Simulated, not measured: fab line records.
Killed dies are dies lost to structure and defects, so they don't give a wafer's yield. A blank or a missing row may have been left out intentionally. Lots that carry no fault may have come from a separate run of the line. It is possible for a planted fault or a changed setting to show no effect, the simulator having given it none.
Problem report, 8D (eight disciplines) form, completed by code | flow sky130 | the parts of the form that need people (team, actions taken, sign-off) are left out

## 1. THE PROBLEM
CONTACT_HDPCVD_THK at SKY_CONTACT_THK_MEAS_03 reads a mean of 346 nm on 3 wafers of 3 lots; wafers without a fault read 568 nm with a standard deviation of 9.1. Measured from the usual mean, that is -24 standard deviations.
Seen first at day 34 22:51 on film_metro-01, wafer L271.1. The record holds 42 wafers of 15 lots with a number at this step. The rule behind "out" and "out of limits": a value lying over 4 standard deviations away from the usual mean. All remaining wafers that have a number are taken as sound.

## 2. WHAT THIS IS AND IS NOT
question                    | is                           | is not
which readings at this step | CONTACT_HDPCVD_THK           | -
which lots                  | L271, L272, L274             | L257, L259, L260, L262, L263, L264, L265, L266, L267, L273, L277, L278
which wafers of those lots  | L271.1, L272.5, L274.1       | L271.2, L272.4, L274.2
read on which gauges        | film_metro-01, film_metro-04 | film_metro-02
when                        | from day 34 22:51            | up to then (28 sound wafers); but 11 sound wafers of L272, L273, L274, L277, L278 came after

## 3. WHAT RULES OUT EACH SUSPECT
Counting: if a tool at a process step up to the reading ran every lot that is out, it stays a suspect. Sound lots after the first of them don't rule it out here, since some wafers of a struck lot are sound.
- the gauge at SKY_CONTACT_THK_MEAS_03: ruled out. Those wafers that are out were read across 2 gauges (film_metro-01, film_metro-04).
- hdpcvd-01 at SKY_CONTACT_HDPCVD_02 (deposits SiO2, target thk 565 nm, time 94.2 s): kept. Ran every lot that is out, first one L271 (day 34 22:47); last sound lot up to then L267 (day 33 19:16).
- Within hdpcvd-01 at SKY_CONTACT_HDPCVD_02: the wafers that are out ran in chambers 1, 2; their sound lot-mates ran in chamber 0.
Remaining after the count: hdpcvd-01 at SKY_CONTACT_HDPCVD_02.

## 4. THE CAUSE (what the simulator had put in)
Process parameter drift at SKY_CONTACT_HDPCVD_02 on hdpcvd-01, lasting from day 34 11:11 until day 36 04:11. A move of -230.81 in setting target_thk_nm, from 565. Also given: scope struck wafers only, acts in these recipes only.
Only this tool survived the counting.

## 5. THE CHAIN OF EFFECTS, in route order
Rows list readings where the struck wafers' mean (over those with a number) sits beyond 3 standard deviations from the usual. Scope: only readings with a usual standard deviation given in the record; hours: median across lots of the time from each lot's start at the first step in this table that gives one to its start at this step; sigmas: change in usual standard deviations.
hours | step                    | reading            | usual  | on struck wafers | change | sigmas
0     | SKY_CONTACT_THK_MEAS_03 | CONTACT_HDPCVD_THK | 568 nm | 346              | -222   | -24
0     | SKY_CONTACT_CMP_04      | time_to_endpoint_s | 81 s   | 2                | -79    | -18
Its process steps:
- SKY_CONTACT_CMP_04: polishes SiO2.

## 6. HOW IT WOULD HAVE BEEN CAUGHT EARLIER
12 hours passed between the start of the fault at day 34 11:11 and the first reading out of limits at a measuring or inspecting step in this record, taken at day 34 22:51.
Of the tool readings at SKY_CONTACT_HDPCVD_02 for which the record gives a usual standard deviation, none was out on any struck wafer, so an alarm limit of 4 standard deviations on them would not have fired.
Of the lots that are out (3), L272, L274 began SKY_CONTACT_HDPCVD_02 on hdpcvd-01 after day 34 22:51. A hold on the tool at that time would have spared those 2.
